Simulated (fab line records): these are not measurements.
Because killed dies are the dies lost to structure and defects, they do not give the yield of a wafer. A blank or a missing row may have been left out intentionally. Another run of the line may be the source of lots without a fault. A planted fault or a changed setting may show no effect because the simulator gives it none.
fab line records || flow gf180mcu
record: {"lots": 7, "wafers": 21, "last-day": 34}
route steps=602 shown V5@541
lots untouched by any fault: they come from a run of this same line in which no faults occurred
start-h: hours from the record's opening day to when the first of the lot's shown wafers began || wait-h: hours from the lot's prior step to this one || " the same as in the row above || L1.1+2: a row that stands for several wafers || - either no value or no given start || * or withheld: withheld || < > ~ a bound
route shown NAME@n: a module of which the file shows steps, and the number in the route of the first || usual: mean/standard deviation taken from wafers without a fault || same: alike in all rows || chamber/n: place in a boat || sites: readings site by site || _std_site: how widely they spread, as a standard deviation || _edge_site: outer sites' mean less inner sites' || radius-mm: for every site, how far away it sits from the centre of the wafer || mask NAME#n: copy n || behind: the most recent tool/chamber to have shaped the wafer || hold: what put the lot on hold/how long, in hours/how the hold closed || device: names the non-switching transistor (n, p or np) || end of line: the tests these same wafers got at the end of their route || where a step has no rows: the recipe by itself || killed: not the wafer's yield, but the dies lost to structure and defects at the first sort || map: per-die view of a wafer (x killed, . not killed, _ where there is no die)
set.NAME: the setting as run; set.NAME@STEP: as run at that earlier step || model.NAME: the simulator's own value behind a step, which no gauge read
lots at some steps of the route; a table a step, a row a wafer
services: from which hour (start-h, from the record's first day; less than 0 if before it) a tool's chamber was out of use, for how many hours, and why
== steps ==
step: GF_V5_THK_MEAS_01
recipe: {"reads": "SiO2_of_V5_CVD_00"}
usual: {"V5_CVD_00_THK": "300/3"}
{"lot.wafer": "L628.2", "tool": "film-metro-01", "chamber": "-", "start-h": 650.62, "wait-h": 0.0, "V5_CVD_00_THK[nm]": 302}
{"lot.wafer": "L628.3", "tool": "film-metro-01", "chamber": "-", "start-h": 650.62, "wait-h": 0.0, "V5_CVD_00_THK[nm]": 305}
{"lot.wafer": "L628.4", "tool": "film-metro-01", "chamber": "-", "start-h": 650.62, "wait-h": 0.0, "V5_CVD_00_THK[nm]": 300}
{"lot.wafer": "L639.2", "tool": "film-metro-01", "chamber": "-", "start-h": 731.28, "wait-h": 0.0, "V5_CVD_00_THK[nm]": 302}
{"lot.wafer": "L639.3", "tool": "film-metro-01", "chamber": "-", "start-h": 731.28, "wait-h": 0.0, "V5_CVD_00_THK[nm]": 299}
{"lot.wafer": "L639.5", "tool": "film-metro-01", "chamber": "-", "start-h": 731.28, "wait-h": 0.0, "V5_CVD_00_THK[nm]": 301}
{"lot.wafer": "L640.4", "tool": "film-metro-04", "chamber": "-", "start-h": 736.25, "wait-h": 0.0, "V5_CVD_00_THK[nm]": 302}
{"lot.wafer": "L640.5", "tool": "film-metro-04", "chamber": "-", "start-h": 736.25, "wait-h": 0.0, "V5_CVD_00_THK[nm]": 301}
{"lot.wafer": "L640.6", "tool": "film-metro-04", "chamber": "-", "start-h": 736.25, "wait-h": 0.0, "V5_CVD_00_THK[nm]": 300}
{"lot.wafer": "L641.1", "tool": "film-metro-01", "chamber": "-", "start-h": 740.70, "wait-h": 0.0, "V5_CVD_00_THK[nm]": 305}
{"lot.wafer": "L641.4", "tool": "film-metro-01", "chamber": "-", "start-h": 740.70, "wait-h": 0.0, "V5_CVD_00_THK[nm]": 300}
{"lot.wafer": "L641.5", "tool": "film-metro-01", "chamber": "-", "start-h": 740.70, "wait-h": 0.0, "V5_CVD_00_THK[nm]": 303}
{"lot.wafer": "L643.1", "tool": "film-metro-01", "chamber": "-", "start-h": 751.41, "wait-h": 0.0, "V5_CVD_00_THK[nm]": 302}
{"lot.wafer": "L643.3", "tool": "film-metro-01", "chamber": "-", "start-h": 751.41, "wait-h": 0.0, "V5_CVD_00_THK[nm]": 302}
{"lot.wafer": "L643.4", "tool": "film-metro-01", "chamber": "-", "start-h": 751.41, "wait-h": 0.0, "V5_CVD_00_THK[nm]": 302}
{"lot.wafer": "L644.2", "tool": "film-metro-04", "chamber": "-", "start-h": 757.78, "wait-h": 0.0, "V5_CVD_00_THK[nm]": 298}
{"lot.wafer": "L644.3", "tool": "film-metro-04", "chamber": "-", "start-h": 757.78, "wait-h": 0.0, "V5_CVD_00_THK[nm]": 302}
{"lot.wafer": "L644.5", "tool": "film-metro-04", "chamber": "-", "start-h": 757.78, "wait-h": 0.0, "V5_CVD_00_THK[nm]": 300}
{"lot.wafer": "L645.1", "tool": "film-metro-01", "chamber": "-", "start-h": 762.59, "wait-h": 0.0, "V5_CVD_00_THK[nm]": 303}
{"lot.wafer": "L645.2", "tool": "film-metro-01", "chamber": "-", "start-h": 762.59, "wait-h": 0.0, "V5_CVD_00_THK[nm]": 302}
{"lot.wafer": "L645.3", "tool": "film-metro-01", "chamber": "-", "start-h": 762.59, "wait-h": 0.0, "V5_CVD_00_THK[nm]": 303}
step: GF_V5_CVD_02
recipe: {"material": "SiO2", "target-thk-nm": 1450, "precursor": "TEOS", "temp-c": 400, "time-s": 163.28, "rf-w": 600}
usual: {"heater-power-w": "598/94"}
{"lot.wafer": "L628.2", "tool": "pecvd-01", "chamber": 0, "start-h": 650.67, "wait-h": 0.0, "heater-power-w": 655, "since-wet-clean-h": 46}
{"lot.wafer": "L628.3", "tool": "pecvd-01", "chamber": 2, "start-h": 650.67, "wait-h": 0.0, "heater-power-w": 497, "since-wet-clean-h": 46}
{"lot.wafer": "L628.4", "tool": "pecvd-01", "chamber": 1, "start-h": 650.67, "wait-h": 0.0, "heater-power-w": 708, "since-wet-clean-h": "-"}
{"lot.wafer": "L639.2", "tool": "pecvd-02", "chamber": 2, "start-h": 731.33, "wait-h": 0.0, "heater-power-w": 575, "since-wet-clean-h": 765}
{"lot.wafer": "L639.3", "tool": "pecvd-02", "chamber": 0, "start-h": 731.33, "wait-h": 0.0, "heater-power-w": 535, "since-wet-clean-h": 765}
{"lot.wafer": "L639.5", "tool": "pecvd-02", "chamber": 0, "start-h": 731.33, "wait-h": 0.0, "heater-power-w": 594, "since-wet-clean-h": "-"}
{"lot.wafer": "L640.4", "tool": "pecvd-01", "chamber": 2, "start-h": 736.33, "wait-h": 0.1, "heater-power-w": 555, "since-wet-clean-h": "-"}
{"lot.wafer": "L640.5", "tool": "pecvd-01", "chamber": 1, "start-h": 736.33, "wait-h": 0.1, "heater-power-w": 606, "since-wet-clean-h": "-"}
{"lot.wafer": "L640.6", "tool": "pecvd-01", "chamber": 0, "start-h": 736.33, "wait-h": 0.1, "heater-power-w": 710, "since-wet-clean-h": "-"}
{"lot.wafer": "L641.1", "tool": "pecvd-01", "chamber": 0, "start-h": 740.76, "wait-h": 0.1, "heater-power-w": 628, "since-wet-clean-h": 136}
{"lot.wafer": "L641.4", "tool": "pecvd-01", "chamber": 0, "start-h": 740.76, "wait-h": 0.1, "heater-power-w": 706, "since-wet-clean-h": "-"}
{"lot.wafer": "L641.5", "tool": "pecvd-01", "chamber": 1, "start-h": 740.76, "wait-h": 0.1, "heater-power-w": 602, "since-wet-clean-h": "-"}
{"lot.wafer": "L643.1", "tool": "pecvd-03", "chamber": 1, "start-h": 751.47, "wait-h": 0.1, "heater-power-w": 541, "since-wet-clean-h": 577}
{"lot.wafer": "L643.3", "tool": "pecvd-03", "chamber": 0, "start-h": 751.47, "wait-h": 0.1, "heater-power-w": 529, "since-wet-clean-h": 577}
{"lot.wafer": "L643.4", "tool": "pecvd-03", "chamber": 1, "start-h": 751.47, "wait-h": 0.1, "heater-power-w": 443, "since-wet-clean-h": "-"}
{"lot.wafer": "L644.2", "tool": "pecvd-01", "chamber": 2, "start-h": 757.83, "wait-h": 0.0, "heater-power-w": 548, "since-wet-clean-h": 153}
{"lot.wafer": "L644.3", "tool": "pecvd-01", "chamber": 0, "start-h": 757.83, "wait-h": 0.0, "heater-power-w": 640, "since-wet-clean-h": 153}
{"lot.wafer": "L644.5", "tool": "pecvd-01", "chamber": 1, "start-h": 757.83, "wait-h": 0.0, "heater-power-w": 609, "since-wet-clean-h": "-"}
{"lot.wafer": "L645.1", "tool": "pecvd-01", "chamber": 0, "start-h": 762.65, "wait-h": 0.1, "heater-power-w": 694, "since-wet-clean-h": 158}
{"lot.wafer": "L645.2", "tool": "pecvd-01", "chamber": 2, "start-h": 762.65, "wait-h": 0.1, "heater-power-w": 523, "since-wet-clean-h": 158}
{"lot.wafer": "L645.3", "tool": "pecvd-01", "chamber": 1, "start-h": 762.65, "wait-h": 0.1, "heater-power-w": 774, "since-wet-clean-h": 158}
step: GF_V5_THK_MEAS_03
recipe: {"reads": "SiO2_of_V5_CVD_02"}
usual: {"V5_CVD_02_THK": "1454/15"}
{"lot.wafer": "L628.2", "tool": "film-metro-02", "chamber": "-", "start-h": 650.79, "wait-h": 0.1, "V5_CVD_02_THK[nm]": 1446}
{"lot.wafer": "L628.3", "tool": "film-metro-02", "chamber": "-", "start-h": 650.79, "wait-h": 0.1, "V5_CVD_02_THK[nm]": 1432}
{"lot.wafer": "L628.4", "tool": "film-metro-02", "chamber": "-", "start-h": 650.79, "wait-h": 0.1, "V5_CVD_02_THK[nm]": 1454}
{"lot.wafer": "L639.2", "tool": "film-metro-04", "chamber": "-", "start-h": 731.45, "wait-h": 0.1, "V5_CVD_02_THK[nm]": 1454}
{"lot.wafer": "L639.3", "tool": "film-metro-04", "chamber": "-", "start-h": 731.45, "wait-h": 0.1, "V5_CVD_02_THK[nm]": 1451}
{"lot.wafer": "L639.5", "tool": "film-metro-04", "chamber": "-", "start-h": 731.45, "wait-h": 0.1, "V5_CVD_02_THK[nm]": 1469}
{"lot.wafer": "L640.4", "tool": "film-metro-02", "chamber": "-", "start-h": 736.41, "wait-h": 0.0, "V5_CVD_02_THK[nm]": 1469}
{"lot.wafer": "L640.5", "tool": "film-metro-02", "chamber": "-", "start-h": 736.41, "wait-h": 0.0, "V5_CVD_02_THK[nm]": 1450}
{"lot.wafer": "L640.6", "tool": "film-metro-02", "chamber": "-", "start-h": 736.41, "wait-h": 0.0, "V5_CVD_02_THK[nm]": 1459}
{"lot.wafer": "L641.1", "tool": "film-metro-01", "chamber": "-", "start-h": 740.87, "wait-h": 0.1, "V5_CVD_02_THK[nm]": 1449}
{"lot.wafer": "L641.4", "tool": "film-metro-01", "chamber": "-", "start-h": 740.87, "wait-h": 0.1, "V5_CVD_02_THK[nm]": 1469}
{"lot.wafer": "L641.5", "tool": "film-metro-01", "chamber": "-", "start-h": 740.87, "wait-h": 0.1, "V5_CVD_02_THK[nm]": 1447}
{"lot.wafer": "L643.1", "tool": "film-metro-01", "chamber": "-", "start-h": 751.58, "wait-h": 0.1, "V5_CVD_02_THK[nm]": 1406}
{"lot.wafer": "L643.3", "tool": "film-metro-01", "chamber": "-", "start-h": 751.58, "wait-h": 0.1, "V5_CVD_02_THK[nm]": 1412}
{"lot.wafer": "L643.4", "tool": "film-metro-01", "chamber": "-", "start-h": 751.58, "wait-h": 0.1, "V5_CVD_02_THK[nm]": 1432}
{"lot.wafer": "L644.2", "tool": "film-metro-01", "chamber": "-", "start-h": 757.95, "wait-h": 0.1, "V5_CVD_02_THK[nm]": 1453}
{"lot.wafer": "L644.3", "tool": "film-metro-01", "chamber": "-", "start-h": 757.95, "wait-h": 0.1, "V5_CVD_02_THK[nm]": 1447}
{"lot.wafer": "L644.5", "tool": "film-metro-01", "chamber": "-", "start-h": 757.95, "wait-h": 0.1, "V5_CVD_02_THK[nm]": 1465}
{"lot.wafer": "L645.1", "tool": "film-metro-04", "chamber": "-", "start-h": 762.76, "wait-h": 0.1, "V5_CVD_02_THK[nm]": 1440}
{"lot.wafer": "L645.2", "tool": "film-metro-04", "chamber": "-", "start-h": 762.76, "wait-h": 0.1, "V5_CVD_02_THK[nm]": 1431}
{"lot.wafer": "L645.3", "tool": "film-metro-04", "chamber": "-", "start-h": 762.76, "wait-h": 0.1, "V5_CVD_02_THK[nm]": 1451}
step: GF_V5_CMP_04
recipe: {"material": "SiO2", "down-force-psi": 4, "platen-rpm": 60, "pad-velocity-m-s": 0.94248}
usual: {"motor-current-A": "11.8/1.2"}
{"lot.wafer": "L628.4", "tool": "cmp-02", "chamber": 1, "start-h": 650.84, "wait-h": 0.0, "motor-current-A": 13.6}
{"lot.wafer": "L628.3", "tool": "cmp-02", "chamber": 3, "start-h": 650.84, "wait-h": 0.0, "motor-current-A": 14.5}
{"lot.wafer": "L628.2", "tool": "cmp-02", "chamber": 0, "start-h": 650.84, "wait-h": 0.0, "motor-current-A": 12.4}
{"lot.wafer": "L639.2", "tool": "cmp-01", "chamber": 0, "start-h": 731.60, "wait-h": 0.1, "motor-current-A": 10.7}
{"lot.wafer": "L639.3", "tool": "cmp-01", "chamber": 1, "start-h": 731.60, "wait-h": 0.1, "motor-current-A": 11.8}
{"lot.wafer": "L639.5", "tool": "cmp-01", "chamber": 3, "start-h": 731.60, "wait-h": 0.1, "motor-current-A": 11.3}
{"lot.wafer": "L640.4", "tool": "cmp-01", "chamber": 1, "start-h": 736.54, "wait-h": 0.1, "motor-current-A": 11.2}
{"lot.wafer": "L640.6", "tool": "cmp-01", "chamber": 3, "start-h": 736.54, "wait-h": 0.1, "motor-current-A": 10.7}
{"lot.wafer": "L640.5", "tool": "cmp-01", "chamber": 0, "start-h": 736.54, "wait-h": 0.1, "motor-current-A": 11.3}
{"lot.wafer": "L641.1", "tool": "cmp-01", "chamber": 0, "start-h": 740.98, "wait-h": 0.1, "motor-current-A": 11.4}
{"lot.wafer": "L641.4", "tool": "cmp-01", "chamber": 2, "start-h": 740.98, "wait-h": 0.1, "motor-current-A": 11.4}
{"lot.wafer": "L641.5", "tool": "cmp-01", "chamber": 0, "start-h": 740.98, "wait-h": 0.1, "motor-current-A": 10.1}
{"lot.wafer": "L643.3", "tool": "cmp-02", "chamber": 1, "start-h": 751.87, "wait-h": 0.3, "motor-current-A": 14.2}
{"lot.wafer": "L643.1", "tool": "cmp-02", "chamber": 2, "start-h": 751.87, "wait-h": 0.3, "motor-current-A": 10.8}
{"lot.wafer": "L643.4", "tool": "cmp-02", "chamber": 0, "start-h": 751.87, "wait-h": 0.3, "motor-current-A": 12.8}
{"lot.wafer": "L644.3", "tool": "cmp-02", "chamber": 1, "start-h": 758.10, "wait-h": 0.1, "motor-current-A": 14.8}
{"lot.wafer": "L644.2", "tool": "cmp-02", "chamber": 2, "start-h": 758.10, "wait-h": 0.1, "motor-current-A": 10.9}
{"lot.wafer": "L644.5", "tool": "cmp-02", "chamber": 0, "start-h": 758.10, "wait-h": 0.1, "motor-current-A": 12.8}
{"lot.wafer": "L645.1", "tool": "cmp-01", "chamber": 1, "start-h": 762.82, "wait-h": 0.1, "motor-current-A": 11.2}
{"lot.wafer": "L645.3", "tool": "cmp-01", "chamber": 2, "start-h": 762.82, "wait-h": 0.1, "motor-current-A": 11.3}
{"lot.wafer": "L645.2", "tool": "cmp-01", "chamber": 0, "start-h": 762.82, "wait-h": 0.1, "motor-current-A": 10.6}
step: GF_V5_BOW_MEAS_05
recipe: {"mode": "bow"}
usual: {"V5_BOW": "133/7.8"}
{"lot.wafer": "L628.2", "tool": "film-metro-01", "chamber": "-", "start-h": 651.16, "wait-h": 0.1, "V5_BOW[um]": 130}
{"lot.wafer": "L628.3", "tool": "film-metro-01", "chamber": "-", "start-h": 651.16, "wait-h": 0.1, "V5_BOW[um]": 130}
{"lot.wafer": "L628.4", "tool": "film-metro-01", "chamber": "-", "start-h": 651.16, "wait-h": 0.1, "V5_BOW[um]": 136}
{"lot.wafer": "L639.2", "tool": "film-metro-02", "chamber": "-", "start-h": 731.82, "wait-h": 0.2, "V5_BOW[um]": 135}
{"lot.wafer": "L639.3", "tool": "film-metro-02", "chamber": "-", "start-h": 731.82, "wait-h": 0.2, "V5_BOW[um]": 130}
{"lot.wafer": "L639.5", "tool": "film-metro-02", "chamber": "-", "start-h": 731.82, "wait-h": 0.2, "V5_BOW[um]": 138}
{"lot.wafer": "L640.4", "tool": "film-metro-02", "chamber": "-", "start-h": 736.80, "wait-h": 0.2, "V5_BOW[um]": 134}
{"lot.wafer": "L640.5", "tool": "film-metro-02", "chamber": "-", "start-h": 736.80, "wait-h": 0.2, "V5_BOW[um]": 133}
{"lot.wafer": "L640.6", "tool": "film-metro-02", "chamber": "-", "start-h": 736.80, "wait-h": 0.2, "V5_BOW[um]": 136}
{"lot.wafer": "L641.1", "tool": "film-metro-04", "chamber": "-", "start-h": 741.23, "wait-h": 0.2, "V5_BOW[um]": 133}
{"lot.wafer": "L641.4", "tool": "film-metro-04", "chamber": "-", "start-h": 741.23, "wait-h": 0.2, "V5_BOW[um]": 130}
{"lot.wafer": "L641.5", "tool": "film-metro-04", "chamber": "-", "start-h": 741.23, "wait-h": 0.2, "V5_BOW[um]": 130}
{"lot.wafer": "L643.1", "tool": "film-metro-01", "chamber": "-", "start-h": 752.17, "wait-h": 0.2, "V5_BOW[um]": 133}
{"lot.wafer": "L643.3", "tool": "film-metro-01", "chamber": "-", "start-h": 752.17, "wait-h": 0.2, "V5_BOW[um]": 129}
{"lot.wafer": "L643.4", "tool": "film-metro-01", "chamber": "-", "start-h": 752.17, "wait-h": 0.2, "V5_BOW[um]": 118}
{"lot.wafer": "L644.2", "tool": "film-metro-02", "chamber": "-", "start-h": 758.32, "wait-h": 0.1, "V5_BOW[um]": 154}
{"lot.wafer": "L644.3", "tool": "film-metro-02", "chamber": "-", "start-h": 758.32, "wait-h": 0.1, "V5_BOW[um]": 155}
{"lot.wafer": "L644.5", "tool": "film-metro-02", "chamber": "-", "start-h": 758.32, "wait-h": 0.1, "V5_BOW[um]": 125}
{"lot.wafer": "L645.1", "tool": "film-metro-04", "chamber": "-", "start-h": 763.12, "wait-h": 0.2, "V5_BOW[um]": 142}
{"lot.wafer": "L645.2", "tool": "film-metro-04", "chamber": "-", "start-h": 763.12, "wait-h": 0.2, "V5_BOW[um]": 134}
{"lot.wafer": "L645.3", "tool": "film-metro-04", "chamber": "-", "start-h": 763.12, "wait-h": 0.2, "V5_BOW[um]": 141}
step: GF_V5_DEHYDRATE_06
recipe: {"temp-c": 200, "time-s": 60}
step: GF_V5_HMDS_07
recipe: {"prime-time-s": 60, "prime-temp-c": 120}
step: GF_V5_COAT_08
recipe: {"resist": "BARC", "temp-c": "withheld", "time-s": "withheld", "spin-rpm": "withheld", "resist-thk-nm": "withheld"}
step: GF_V5_COAT_09
recipe: {"resist": "KrF", "spin-rpm": "withheld", "resist-thk-nm": 1000}
step: GF_V5_SOFTBAKE_10
recipe: {"temp-c": 130, "time-s": 60, "resist": "KrF"}
step: GF_V5_EXPOSE_11
recipe: {"mask-id": "Via5", "target-cd-nm": 260, "na": 0.68, "source-shape": "conventional", "sigma-outer": 0.6, "dose-mj": 38}
step: GF_V5_PEB_12
recipe: {"peb-temp-c": 135, "peb-time-s": 90, "resist": "KrF"}
step: GF_V5_DEVELOP_13
recipe: {"develop-time-s": 60, "resist": "KrF", "dev-temp-c": 21}
usual: {"chill-plate-temp-C": "22.99/0.092", "develop-time-s": "60/0"}
{"lot.wafer": "L628.2", "tool": "litho-track-04", "chamber": 0, "start-h": 670.00, "wait-h": 0.2, "chill-plate-temp-C": 22.97, "develop-time-s": 60, "model.KrF_of_V5_COAT_09.thk-nm": 983}
{"lot.wafer": "L628.3", "tool": "litho-track-04", "chamber": 0, "start-h": 670.00, "wait-h": 0.2, "chill-plate-temp-C": 23.04, "develop-time-s": 60, "model.KrF_of_V5_COAT_09.thk-nm": 987.7}
{"lot.wafer": "L628.4", "tool": "litho-track-04", "chamber": 0, "start-h": 670.00, "wait-h": 0.2, "chill-plate-temp-C": 23.10, "develop-time-s": 60, "model.KrF_of_V5_COAT_09.thk-nm": 982.3}
{"lot.wafer": "L639.2", "tool": "litho-track-01", "chamber": "-", "start-h": 748.99, "wait-h": 0.2, "chill-plate-temp-C": "-", "develop-time-s": "-", "model.KrF_of_V5_COAT_09.thk-nm": 997.8}
{"lot.wafer": "L639.3", "tool": "litho-track-01", "chamber": "-", "start-h": 748.99, "wait-h": 0.2, "chill-plate-temp-C": "-", "develop-time-s": "-", "model.KrF_of_V5_COAT_09.thk-nm": 999.6}
{"lot.wafer": "L639.5", "tool": "litho-track-01", "chamber": "-", "start-h": 748.99, "wait-h": 0.2, "chill-plate-temp-C": "-", "develop-time-s": "-", "model.KrF_of_V5_COAT_09.thk-nm": 997.2}
{"lot.wafer": "L640.4", "tool": "litho-track-04", "chamber": "-", "start-h": 753.79, "wait-h": 0.1, "chill-plate-temp-C": "-", "develop-time-s": "-", "model.KrF_of_V5_COAT_09.thk-nm": 1000}
{"lot.wafer": "L640.5", "tool": "litho-track-04", "chamber": "-", "start-h": 753.79, "wait-h": 0.1, "chill-plate-temp-C": "-", "develop-time-s": "-", "model.KrF_of_V5_COAT_09.thk-nm": 998.2}
{"lot.wafer": "L640.6", "tool": "litho-track-04", "chamber": "-", "start-h": 753.79, "wait-h": 0.1, "chill-plate-temp-C": "-", "develop-time-s": "-", "model.KrF_of_V5_COAT_09.thk-nm": 1002}
{"lot.wafer": "L641.1", "tool": "litho-track-01", "chamber": "-", "start-h": 758.11, "wait-h": 0.2, "chill-plate-temp-C": "-", "develop-time-s": "-", "model.KrF_of_V5_COAT_09.thk-nm": 998.8}
{"lot.wafer": "L641.4", "tool": "litho-track-01", "chamber": "-", "start-h": 758.11, "wait-h": 0.2, "chill-plate-temp-C": "-", "develop-time-s": "-", "model.KrF_of_V5_COAT_09.thk-nm": 1001}
{"lot.wafer": "L641.5", "tool": "litho-track-01", "chamber": "-", "start-h": 758.11, "wait-h": 0.2, "chill-plate-temp-C": "-", "develop-time-s": "-", "model.KrF_of_V5_COAT_09.thk-nm": 1001}
{"lot.wafer": "L643.1", "tool": "litho-track-04", "chamber": 0, "start-h": 768.22, "wait-h": 0.2, "chill-plate-temp-C": 22.94, "develop-time-s": 60, "model.KrF_of_V5_COAT_09.thk-nm": 977.1}
{"lot.wafer": "L643.3", "tool": "litho-track-04", "chamber": 0, "start-h": 768.22, "wait-h": 0.2, "chill-plate-temp-C": 22.96, "develop-time-s": 60, "model.KrF_of_V5_COAT_09.thk-nm": 981.1}
{"lot.wafer": "L643.4", "tool": "litho-track-04", "chamber": 0, "start-h": 768.22, "wait-h": 0.2, "chill-plate-temp-C": 23.15, "develop-time-s": 60, "model.KrF_of_V5_COAT_09.thk-nm": 975.3}
{"lot.wafer": "L644.2", "tool": "litho-track-01", "chamber": 0, "start-h": 774.29, "wait-h": 0.2, "chill-plate-temp-C": 23.04, "develop-time-s": 60, "model.KrF_of_V5_COAT_09.thk-nm": 985.1}
{"lot.wafer": "L644.3", "tool": "litho-track-01", "chamber": 0, "start-h": 774.29, "wait-h": 0.2, "chill-plate-temp-C": 22.93, "develop-time-s": 60, "model.KrF_of_V5_COAT_09.thk-nm": 989.4}
{"lot.wafer": "L644.5", "tool": "litho-track-01", "chamber": 0, "start-h": 774.29, "wait-h": 0.2, "chill-plate-temp-C": 23.11, "develop-time-s": 60, "model.KrF_of_V5_COAT_09.thk-nm": 986.2}
{"lot.wafer": "L645.1", "tool": "litho-track-01", "chamber": 0, "start-h": 778.91, "wait-h": 0.2, "chill-plate-temp-C": 23.20, "develop-time-s": 60, "model.KrF_of_V5_COAT_09.thk-nm": 985.6}
{"lot.wafer": "L645.2", "tool": "litho-track-01", "chamber": 0, "start-h": 778.91, "wait-h": 0.2, "chill-plate-temp-C": 23.03, "develop-time-s": 60, "model.KrF_of_V5_COAT_09.thk-nm": 985.8}
{"lot.wafer": "L645.3", "tool": "litho-track-01", "chamber": 0, "start-h": 778.91, "wait-h": 0.2, "chill-plate-temp-C": 22.89, "develop-time-s": 60, "model.KrF_of_V5_COAT_09.thk-nm": 980.3}
step: GF_V5_CD_MEAS_14
recipe: {"target-cd-nm": 260}
usual: {"cd-nm": "260.1/1.2"}
{"lot.wafer": "L628.2", "tool": "cd-sem-01", "chamber": "-", "start-h": 670.14, "wait-h": 0.1, "cd-nm": 259.8}
{"lot.wafer": "L628.3", "tool": "cd-sem-01", "chamber": "-", "start-h": 670.14, "wait-h": 0.1, "cd-nm": 260.1}
{"lot.wafer": "L628.4", "tool": "cd-sem-01", "chamber": "-", "start-h": 670.14, "wait-h": 0.1, "cd-nm": 259.0}
{"lot.wafer": "L639.2", "tool": "cd-sem-02", "chamber": "-", "start-h": 749.13, "wait-h": 0.1, "cd-nm": "-"}
{"lot.wafer": "L639.3", "tool": "cd-sem-02", "chamber": "-", "start-h": 749.13, "wait-h": 0.1, "cd-nm": "-"}
{"lot.wafer": "L639.5", "tool": "cd-sem-02", "chamber": "-", "start-h": 749.13, "wait-h": 0.1, "cd-nm": "-"}
{"lot.wafer": "L640.4", "tool": "cd-sem-02", "chamber": "-", "start-h": 753.93, "wait-h": 0.1, "cd-nm": "-"}
{"lot.wafer": "L640.5", "tool": "cd-sem-02", "chamber": "-", "start-h": 753.93, "wait-h": 0.1, "cd-nm": "-"}
{"lot.wafer": "L640.6", "tool": "cd-sem-02", "chamber": "-", "start-h": 753.93, "wait-h": 0.1, "cd-nm": "-"}
{"lot.wafer": "L641.1", "tool": "cd-sem-01", "chamber": "-", "start-h": 758.26, "wait-h": 0.1, "cd-nm": "-"}
{"lot.wafer": "L641.4", "tool": "cd-sem-01", "chamber": "-", "start-h": 758.26, "wait-h": 0.1, "cd-nm": "-"}
{"lot.wafer": "L641.5", "tool": "cd-sem-01", "chamber": "-", "start-h": 758.26, "wait-h": 0.1, "cd-nm": "-"}
{"lot.wafer": "L643.1", "tool": "cd-sem-02", "chamber": "-", "start-h": 768.37, "wait-h": 0.1, "cd-nm": 260.6}
{"lot.wafer": "L643.3", "tool": "cd-sem-02", "chamber": "-", "start-h": 768.37, "wait-h": 0.1, "cd-nm": 258.9}
{"lot.wafer": "L643.4", "tool": "cd-sem-02", "chamber": "-", "start-h": 768.37, "wait-h": 0.1, "cd-nm": 259.9}
{"lot.wafer": "L644.2", "tool": "cd-sem-02", "chamber": "-", "start-h": 774.43, "wait-h": 0.1, "cd-nm": 261.8}
{"lot.wafer": "L644.3", "tool": "cd-sem-02", "chamber": "-", "start-h": 774.43, "wait-h": 0.1, "cd-nm": 260.1}
{"lot.wafer": "L644.5", "tool": "cd-sem-02", "chamber": "-", "start-h": 774.43, "wait-h": 0.1, "cd-nm": 260.6}
{"lot.wafer": "L645.1", "tool": "cd-sem-01", "chamber": "-", "start-h": 779.06, "wait-h": 0.1, "cd-nm": 260.2}
{"lot.wafer": "L645.2", "tool": "cd-sem-01", "chamber": "-", "start-h": 779.06, "wait-h": 0.1, "cd-nm": 260.8}
{"lot.wafer": "L645.3", "tool": "cd-sem-01", "chamber": "-", "start-h": 779.06, "wait-h": 0.1, "cd-nm": 260.6}
== services ==
{"tool": "pecvd-03", "chamber": "-", "start-h": 647.72, "hours": 6.0, "kind": "pm"}
{"tool": "pecvd-02", "chamber": "-", "start-h": 672.35, "hours": 0.5, "kind": "repair"}
{"tool": "pecvd-03", "chamber": "-", "start-h": 672.91, "hours": 1.8, "kind": "repair"}
{"tool": "cmp-02", "chamber": "-", "start-h": 676.34, "hours": 1.6, "kind": "repair"}
{"tool": "cmp-02", "chamber": "-", "start-h": 683.12, "hours": 1.8, "kind": "repair"}
{"tool": "cmp-02", "chamber": "-", "start-h": 719.74, "hours": 3.7, "kind": "repair"}
{"tool": "cmp-02", "chamber": "-", "start-h": 744.00, "hours": 4.0, "kind": "pm"}
{"tool": "cmp-02", "chamber": "-", "start-h": 748.00, "hours": "-", "kind": "consumable-replace:conditioner"}
{"tool": "cmp-02", "chamber": "-", "start-h": 748.00, "hours": "-", "kind": "consumable-replace:pad"}
{"tool": "cmp-01", "chamber": "-", "start-h": 749.22, "hours": 0.8, "kind": "repair"}
{"tool": "cmp-02", "chamber": "-", "start-h": 761.82, "hours": 5.7, "kind": "pm"}
{"tool": "cmp-01", "chamber": "-", "start-h": 775.95, "hours": 5.6, "kind": "pm"}
== key ==
first-sign: {"step": "GF_V5_DEVELOP_13", "reading": "tool-record", "direction": "missing"}
effect none on later readings
model-effect: {"step": "GF_V5_DEVELOP_13", "value": "KrF_of_V5_COAT_09.thk-nm", "without": 984.6, "struck": 999.5}
met-at GF_V5_DEVELOP_13
struck-wafers L639.2,L639.3,L639.5,L640.4,L640.5,L640.6,L641.1,L641.4,L641.5
later-rows-left-out L639.2,L639.3,L639.5,L640.4,L640.5,L640.6,L641.1,L641.4,L641.5
sort-left-out L639.2,L639.3,L639.5,L640.4,L640.5,L640.6,L641.1,L641.4,L641.5
onset-between 670.00 748.99
fault: {"kind": "skipped-step-whole", "tool": "litho-track-01,litho-track-04", "chamber": "-", "onset-h": 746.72, "steps": "GF_V5_DEVELOP_13", "scope": "struck-lots-only"}
sort-left-out: the simulated sort isn't trusted on such a fault, so these wafers' sort isn't shown, and their yield isn't known
later-rows-left-out: the simulator's readings of these wafers behind a module that went badly wrong aren't trusted and aren't shown, but for the sort
